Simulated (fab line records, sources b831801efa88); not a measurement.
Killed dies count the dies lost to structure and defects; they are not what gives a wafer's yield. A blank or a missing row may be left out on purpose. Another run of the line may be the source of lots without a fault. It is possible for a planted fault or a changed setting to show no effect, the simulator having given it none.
Tool commonality check :: flow gf180mcu :: 14 lots and 42 wafers in the sample

## WHY IT WAS OPENED
Of 14 lots, 2 have the reading NWELL_OVL flagged at GF_NWELL_OVL_MEAS_07. Fault-free wafers read 0.5 nm, with a standard deviation of 1.5.
Rule: a lot gets a flag if all its wafers with a number sit over 4 standard deviations from that mean, or if no wafer of it has a number. The other lots count as sound.

lot: L533
measured: day 3 07:31
on: overlay-01
NWELL_OVL (nm), wafer by wafer: -2.8 0.1 -1.6
flag: 

lot: L534
measured: day 3 11:30
on: overlay-01
NWELL_OVL (nm), wafer by wafer: 0.5 -0.6 -1.3
flag: 

lot: L535
measured: day 3 20:52
on: overlay-01
NWELL_OVL (nm), wafer by wafer: 2.4 1.3 -2.3
flag: 

lot: L536
measured: day 4 06:13
on: overlay-02
NWELL_OVL (nm), wafer by wafer: 0.3 1.7 2.5
flag: 

lot: L538
measured: day 4 20:19
on: overlay-01
NWELL_OVL (nm), wafer by wafer: -1.1 -0.2 -1.5
flag: 

lot: L540
measured: day 5 00:47
on: overlay-02
NWELL_OVL (nm), wafer by wafer: -1.3 0.1 -1.3
flag: 

lot: L539
measured: day 5 01:28
on: overlay-01
NWELL_OVL (nm), wafer by wafer: 2.6 3.2 1.1
flag: 

lot: L543
measured: day 5 16:29
on: overlay-01
NWELL_OVL (nm), wafer by wafer: -1.2 -1.3 -1.2
flag: 

lot: L542
measured: day 5 17:11
on: overlay-01
NWELL_OVL (nm), wafer by wafer: -1.6 0.6 -1.6
flag: 

lot: L548
measured: day 6 19:54
on: overlay-01
NWELL_OVL (nm), wafer by wafer: -85.6 -83.7 -84.2
flag: FLAGGED

lot: L549
measured: day 7 01:01
on: overlay-01
NWELL_OVL (nm), wafer by wafer: -86.8 -85.5 -85.5
flag: FLAGGED

lot: L550
measured: day 7 05:59
on: overlay-01
NWELL_OVL (nm), wafer by wafer: 2.8 0.9 2.8
flag: 

lot: L553
measured: day 7 21:35
on: overlay-01
NWELL_OVL (nm), wafer by wafer: 4.2 2.1 2.7
flag: 

lot: L556
measured: day 8 13:53
on: overlay-01
NWELL_OVL (nm), wafer by wafer: 0.7 0.5 -0.5
flag: 
On average the flagged lots' numbers are -85.2 nm, which is -85.7 nm against the usual, or -57 standard deviations.

## WHICH TOOL RAN EACH LOT
The record keeps 1 process step preceding the reading, out of 602 steps on the route. Each cell gives the tool, then ch followed by the chambers the sampled wafers passed through, then the start.
lot: L533
flag: 
GF_NWELL_EXPOSE_04: iline_stepper-02 ch 0, day 3 01:32

lot: L534
flag: 
GF_NWELL_EXPOSE_04: iline_stepper-02 ch 0, day 3 05:48

lot: L535
flag: 
GF_NWELL_EXPOSE_04: iline_stepper-02 ch 0, day 3 14:44

lot: L536
flag: 
GF_NWELL_EXPOSE_04: iline_stepper-01 ch 0, day 3 23:08

lot: L538
flag: 
GF_NWELL_EXPOSE_04: iline_stepper-02 ch 0, day 4 12:55

lot: L540
flag: 
GF_NWELL_EXPOSE_04: iline_stepper-02 ch 0, day 4 17:38

lot: L539
flag: 
GF_NWELL_EXPOSE_04: iline_stepper-01 ch 0, day 4 17:56

lot: L543
flag: 
GF_NWELL_EXPOSE_04: iline_stepper-02 ch 0, day 5 09:20

lot: L542
flag: 
GF_NWELL_EXPOSE_04: iline_stepper-01 ch 0, day 5 09:37

lot: L548
flag: FLAGGED
GF_NWELL_EXPOSE_04: iline_stepper-02 ch 0, day 6 12:20

lot: L549
flag: FLAGGED
GF_NWELL_EXPOSE_04: iline_stepper-02 ch 0, day 6 17:41

lot: L550
flag: 
GF_NWELL_EXPOSE_04: iline_stepper-01 ch 0, day 6 22:14

lot: L553
flag: 
GF_NWELL_EXPOSE_04: iline_stepper-01 ch 0, day 7 13:36

lot: L556
flag: 
GF_NWELL_EXPOSE_04: iline_stepper-01 ch 0, day 8 06:07
What these steps do:
- GF_NWELL_EXPOSE_04: exposes mask Nwell, target cd 860 nm.
- GF_NWELL_OVL_MEAS_07

## FLAGGED AGAINST TOTAL, ONE TOOL AT A TIME (gauges that did the reading follow at the end)
step: GF_NWELL_EXPOSE_04
tool: iline_stepper-01
lots run: 6
flagged: 0
share of the flagged lots: none
sound lots run after its first flagged lot: -

step: GF_NWELL_EXPOSE_04
tool: iline_stepper-02
lots run: 8
flagged: 2
share of the flagged lots: all
sound lots run after its first flagged lot: 0

step: GF_NWELL_OVL_MEAS_07
tool: overlay-01
lots run: 12
flagged: 2
share of the flagged lots: all
sound lots run after its first flagged lot: 3 (L550,L553,L556)

step: GF_NWELL_OVL_MEAS_07
tool: overlay-02
lots run: 2
flagged: 0
share of the flagged lots: none
sound lots run after its first flagged lot: -

## WHAT THE TABLE PERMITS
Every flagged lot went through 2 rows of the table: iline_stepper-02 at GF_NWELL_EXPOSE_04 and overlay-01 at GF_NWELL_OVL_MEAS_07.
- iline_stepper-02 at GF_NWELL_EXPOSE_04 ran 8 lots, 2 of them flagged. It ran its last sound lot, L543, at day 5 09:20 and its first flagged lot, L548, at day 6 12:20: a fault with its onset between the two fits.
- overlay-01 at GF_NWELL_OVL_MEAS_07 ran 12 lots, 2 of them flagged. Sound lots followed the first flagged one (L550, L553, L556) on it, something a lasting fault affecting the whole tool could not allow.
iline_stepper-02 at GF_NWELL_EXPOSE_04 is the single tool remaining.

## WHAT THE SIMULATOR HAD INSERTED
Scanner matching overlay: iline_stepper-02, from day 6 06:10 on, at GF_NWELL_EXPOSE_04. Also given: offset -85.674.
Struck lots among those shown: L548, L549. This agrees with what the rule above found.
